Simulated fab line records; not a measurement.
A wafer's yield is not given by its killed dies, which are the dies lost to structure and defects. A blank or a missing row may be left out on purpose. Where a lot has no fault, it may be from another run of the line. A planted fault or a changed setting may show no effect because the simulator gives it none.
Which tool is to blame?    flow sky130    10 lots with 30 wafers sampled at 6 steps, on a route of 708 steps

== WHAT THE GAUGES SHOWED, per wafer ==
SKY_SPACER_THK_MEAS_01. Usual: SPACER_CVD_00_THK gives 43.1 nm (standard deviation 0.4).
lot   measured      on             SPACER_CVD_00_THK (nm)  flag
L734  day 22 16:32  film metro-03  43.3 42.6 43.0          
L738  day 24 10:37  film metro-02  47.5 47.4 47.6          OFF
L748  day 28 01:49  film metro-04  43.3 42.9 42.9          
L749  day 28 11:01  film metro-03  43.4 43.6 43.4          
L750  day 28 20:44  film metro-03  43.4 43.4 43.1          
L752  day 28 23:50  film metro-02  43.9 43.3 43.7          
L751  day 29 05:31  film metro-03  42.3 42.4 42.2          
L753  day 29 16:38  film metro-04  42.9 43.1 43.0          
L754  day 29 20:10  film metro-04  42.8 42.7 42.8          
L755  day 30 03:08  film metro-02  43.1 42.8 43.0          

SKY_SD_N_CD_MEAS_07: target cd 380 nm. Usual: 380.7 nm for cd nm, sd 1.8.
lot   measured      on         cd nm (nm)         flag
L734  day 27 14:34  cd sem-02  376.3 379.2 379.2  
L738  day 29 06:07  cd sem-02  381.3 380.1 380.6  
L748  day 32 16:34  cd sem-02  379.3 380.0 380.1  
L749  day 33 00:38  cd sem-02  380.7 380.5 381.7  
L750  day 33 08:27  cd sem-01  383.1 377.9 378.2  
L752  day 33 12:25  cd sem-01  381.6 382.5 383.7  
L751  day 33 16:45  cd sem-01  378.2 377.8 378.9  
L753  day 34 02:49  cd sem-02  381.4 383.9 380.9  
L754  day 34 08:00  cd sem-01  381.0 381.1 379.0  
L755  day 34 14:28  cd sem-02  380.9 383.0 379.5  

== TOOL THAT RAN EACH LOT (tool first, then ch and the chambers of the sampled wafers, then the start) ==
lot   SKY_SPACER_CVD_00            SKY_SPACER_ETCHBACK_02              SKY_POLY_CUT_STRIP_12                 SKY_RES_XHIGH_STRIP_08
L734  lpcvd-02 ch 1, day 22 15:18  rie diel-04 ch 1,2, day 22 16:34    plasma asher-03 ch 0,1, day 23 23:03  plasma asher-01 ch 0,1, day 26 10:40
L738  lpcvd-02 ch 1, day 24 09:25  rie diel-03 ch 0,3, day 24 10:41    plasma asher-04 ch 1, day 25 16:22    plasma asher-02 ch 0,1, day 28 02:13
L748  lpcvd-02 ch 1, day 28 00:01  rie diel-03 ch 0,1,2, day 28 01:53  plasma asher-02 ch 0,1, day 29 06:42  plasma asher-04 ch 0,1, day 31 13:54
L749  lpcvd-02 ch 1, day 28 09:12  rie diel-02 ch 0,2, day 28 11:04    plasma asher-04 ch 0,1, day 29 15:34  plasma asher-04 ch 0, day 31 22:13
L750  lpcvd-02 ch 1, day 28 19:32  rie diel-02 ch 0,1,3, day 28 20:48  plasma asher-02 ch 0,1, day 30 00:48  plasma asher-02 ch 0,1, day 32 06:14
L752  lpcvd-02 ch 1, day 28 22:37  rie diel-02 ch 1,2,3, day 28 23:53  plasma asher-04 ch 0,1, day 30 03:54  plasma asher-02 ch 0,1, day 32 10:03
L751  lpcvd-02 ch 1, day 29 04:19  rie diel-03 ch 0,2,3, day 29 05:35  plasma asher-04 ch 0,1, day 30 09:42  plasma asher-04 ch 0,1, day 32 14:30
L753  lpcvd-02 ch 0, day 29 14:50  rie diel-02 ch 0,3, day 29 16:41    plasma asher-02 ch 0,1, day 30 19:39  plasma asher-01 ch 0,1, day 33 00:31
L754  lpcvd-02 ch 1, day 29 18:58  rie diel-03 ch 1,2,3, day 29 20:14  plasma asher-03 ch 0,1, day 30 23:39  plasma asher-04 ch 0,1, day 33 05:17
L755  lpcvd-02 ch 0, day 30 01:55  rie diel-02 ch 0,2, day 30 03:11    plasma asher-04 ch 0,1, day 31 07:13  plasma asher-04 ch 0,1, day 33 12:29
- SKY_SPACER_CVD_00: deposits Si3N4 from DCS/NH3, target thk 43.1 nm, time 740 s.
- SKY_SPACER_ETCHBACK_02: etches Si3N4 in CH3F/O2, stops on SiO2, time 46.7 s, target depth 45 nm.
- SKY_POLY_CUT_STRIP_12: strips in O2/N2.
- SKY_RES_XHIGH_STRIP_08: strips in O2/N2.

== AS READ BY THE TOOLS THEMSELVES (means over the sampled wafers that have a number; for cases with no such wafer, the mark the record gives instead) ==
SKY_SPACER_CVD_00. Usual: spike tc centre C 770.2 C, standard deviation 1; spike tc lower C 769.8 C, standard deviation 1; spike tc top C 781.3 C, standard deviation 1.7; spike tc upper C 769.3 C, standard deviation 1.1; susceptor temp C 770.0 C, standard deviation 0.35.
lot   tool      spike tc centre C (C)  spike tc lower C (C)  spike tc top C (C)  spike tc upper C (C)  susceptor temp C (C)  flag
L734  lpcvd-02  770.1                  769.9                 780.5               769.2                 770.0                 
L738  lpcvd-02  774.4                  775.4                 784.9               774.1                 775.1                 OFF
L748  lpcvd-02  771.1                  769.5                 779.6               769.8                 770.4                 
L749  lpcvd-02  771.2                  769.7                 781.1               767.9                 769.7                 
L750  lpcvd-02  769.7                  770.3                 780.7               769.5                 770.1                 
L752  lpcvd-02  770.5                  769.1                 779.8               768.6                 770.2                 
L751  lpcvd-02  770.2                  770.1                 780.8               769.1                 769.9                 
L753  lpcvd-02  770.6                  770.0                 784.1               769.5                 770.3                 
L754  lpcvd-02  770.0                  769.8                 780.2               770.1                 770.0                 
L755  lpcvd-02  771.0                  769.6                 782.9               769.7                 770.6                 

SKY_SPACER_ETCHBACK_02. Usual: drypump motor current A 5.9 A, standard deviation 0.46; oes product au 0.855 a.u., standard deviation 0.0064; throttle valve pct 10.563 %, standard deviation 0.0092.
lot   tool         drypump motor current A (A)  oes product au (a.u.)  throttle valve pct (%)  flag
L734  rie diel-04  5.6                          0.855                  10.551                  
L738  rie diel-03  5.8                          0.900                  10.570                  OFF
L748  rie diel-03  5.5                          0.853                  10.563                  
L749  rie diel-02  6.5                          0.859                  10.561                  
L750  rie diel-02  6.3                          0.861                  10.562                  
L752  rie diel-02  6.0                          0.863                  10.559                  
L751  rie diel-03  5.7                          0.840                  10.562                  
L753  rie diel-02  6.2                          0.855                  10.563                  
L754  rie diel-03  5.3                          0.849                  10.558                  
L755  rie diel-02  6.4                          0.854                  10.560                  

SKY_POLY_CUT_STRIP_12. Usual: drypump motor current A 6.0 A, standard deviation 0.59; oes product au 0.452 a.u., standard deviation 0.004; strip time to endpoint s 5.360 s, standard deviation 0.016.
lot   tool             drypump motor current A (A)  oes product au (a.u.)  strip time to endpoint s (s)  flag
L734  plasma asher-03  5.2                          0.455                  5.365                         
L738  plasma asher-04  6.1                          0.454                  5.378                         
L748  plasma asher-02  5.9                          0.454                  5.353                         
L749  plasma asher-04  6.5                          0.452                  5.378                         
L750  plasma asher-02  5.9                          0.447                  5.340                         
L752  plasma asher-04  6.5                          0.457                  5.361                         
L751  plasma asher-04  6.3                          0.450                  5.351                         
L753  plasma asher-02  5.9                          0.456                  5.354                         
L754  plasma asher-03  5.2                          0.455                  5.372                         
L755  plasma asher-04  6.5                          0.457                  5.362                         

SKY_RES_XHIGH_STRIP_08. Usual: drypump motor current A 6.0 A, standard deviation 0.63; oes product au 0.710 a.u., standard deviation 0.0048; strip time to endpoint s 14.54 s, standard deviation 0.046.
lot   tool             drypump motor current A (A)  oes product au (a.u.)  strip time to endpoint s (s)  flag
L734  plasma asher-01  5.1                          0.712                  14.59                         
L738  plasma asher-02  6.3                          0.711                  14.58                         
L748  plasma asher-04  6.5                          0.711                  14.48                         
L749  plasma asher-04  6.7                          0.710                  14.53                         
L750  plasma asher-02  6.3                          0.706                  14.51                         
L752  plasma asher-02  6.3                          0.711                  14.47                         
L751  plasma asher-04  6.5                          0.712                  14.53                         
L753  plasma asher-01  5.1                          0.710                  14.62                         
L754  plasma asher-04  6.3                          0.708                  14.49                         
L755  plasma asher-04  6.3                          0.710                  14.56                         

== THE ANSWER, worked out from the rows above alone ==
Rule: a lot is off if the mean of its wafers that have a number lies more than 3 standard deviations from the usual mean. A lot without any number at a reading at which 4 lots or more have one is off too. Any other lot the step has rows for is counted as sound. First the gauges in route order, then the tools' own readings, where a lot's mean is used as printed above. The first step at which some lot is off is used, and at that step the reading that is off furthest; a lot without a number counts as furthest.
Off: L738, seen at SKY_SPACER_THK_MEAS_01 (SPACER_CVD_00_THK).
A tool fits if, at a process step before that reading, it ran every lot that is off, and no sound lot after the first of them. The gauges at SKY_SPACER_THK_MEAS_01 aren't tried: what is off there is off at SKY_SPACER_CVD_00 too, on other tools, and a gauge's error can't cause that. No candidate that was tried fits.

== WHAT THE SIMULATOR HAD PUT IN ==
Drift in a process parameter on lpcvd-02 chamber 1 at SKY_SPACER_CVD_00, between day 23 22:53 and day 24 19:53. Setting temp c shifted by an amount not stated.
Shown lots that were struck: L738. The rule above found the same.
